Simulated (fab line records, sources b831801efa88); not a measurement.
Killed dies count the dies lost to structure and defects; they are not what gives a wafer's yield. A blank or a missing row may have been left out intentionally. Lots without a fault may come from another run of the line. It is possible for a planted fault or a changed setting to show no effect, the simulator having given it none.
Matching of chambers    flow sky130    4 sister chambers for SKY_VIA4_CMP_21 on cmp-02
The step polishes, stops on SiO2, t overpolish 25 s, target thk 0 nm. 16 wafers are shown with their chamber, then 8 later ones without.

== WAFERS, EACH WITH ITS CHAMBER ==
wafer   chamber  motor_current_A (A)  time_to_endpoint_s (s)  edge_zone_pressure_frac
L333.1  2        11.3                 122                     0.994
L333.2  3        9.7                  119                     0.992
L333.3  1        13.6                 115                     0.985
L334.2  2        11.0                 126                     1.005
L334.4  0        10.2                 123                     1.000
L334.5  2        11.6                 125                     1.002
L335.2  3        10.0                 126                     1.004
L335.3  1        13.7                 119                     0.994
L335.5  2        12.1                 123                     1.016
L337.2  1        13.6                 119                     0.998
L337.4  2        11.2                 126                     1.006
L337.5  3        9.8                  125                     0.995
L338.3  2        11.5                 122                     0.998
L338.4  1        13.3                 118                     0.999
L338.6  2        11.2                 121                     0.999
L342.2  2        11.4                 124                     1.000

SIGNATURES (means of the wafers above)
reading                  chamber 0  chamber 1  chamber 2  chamber 3  scatter within a chamber
motor_current_A          10.200     13.550     11.412     9.833      0.278
time_to_endpoint_s       123.00     117.75     123.62     123.33     2.33
edge_zone_pressure_frac  1.00000    0.99400    1.00250    0.99700    0.00653
Rule: for a wafer and a chamber, the distance is found by dividing, reading by reading, the gap between the wafer's reading and the chamber's mean by the reading's scatter, squaring, summing and taking the root. If the next closest chamber is less than 2 further off than the closest, the wafer can't be placed; otherwise it belongs to the closest. How the scatter is found: for the shown wafers, subtract from each reading the mean of its chamber, square and add these, divide the total by (wafers less chambers), then take the root.

== WAFERS WHOSE CHAMBER IS MISSING ==
wafer   motor_current_A (A)  time_to_endpoint_s (s)  edge_zone_pressure_frac
L342.4  9.8                  120                     0.999
L342.5  13.5                 117                     0.998
L343.1  9.7                  126                     0.996
L343.2  14.0                 122                     1.002
L343.4  11.0                 122                     1.001
L344.1  10.0                 126                     0.996
L344.3  9.6                  118                     1.004
L344.5  9.8                  124                     1.003

== THE CHAMBER EACH PASSED THROUGH ==
wafer   from the rows above      in truth
L342.4  can't be placed: 3 or 0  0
L342.5  1                        1
L343.1  can't be placed: 3 or 0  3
L343.2  1                        1
L343.4  can't be placed: 2 or 0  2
L344.1  can't be placed: 3 or 0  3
L344.3  can't be placed: 3 or 0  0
L344.5  can't be placed: 3 or 0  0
Correct placement for 2 of the 8. These rows do not allow placing 6 (true chamber among the candidates in 6). Wrongly placed: 0.
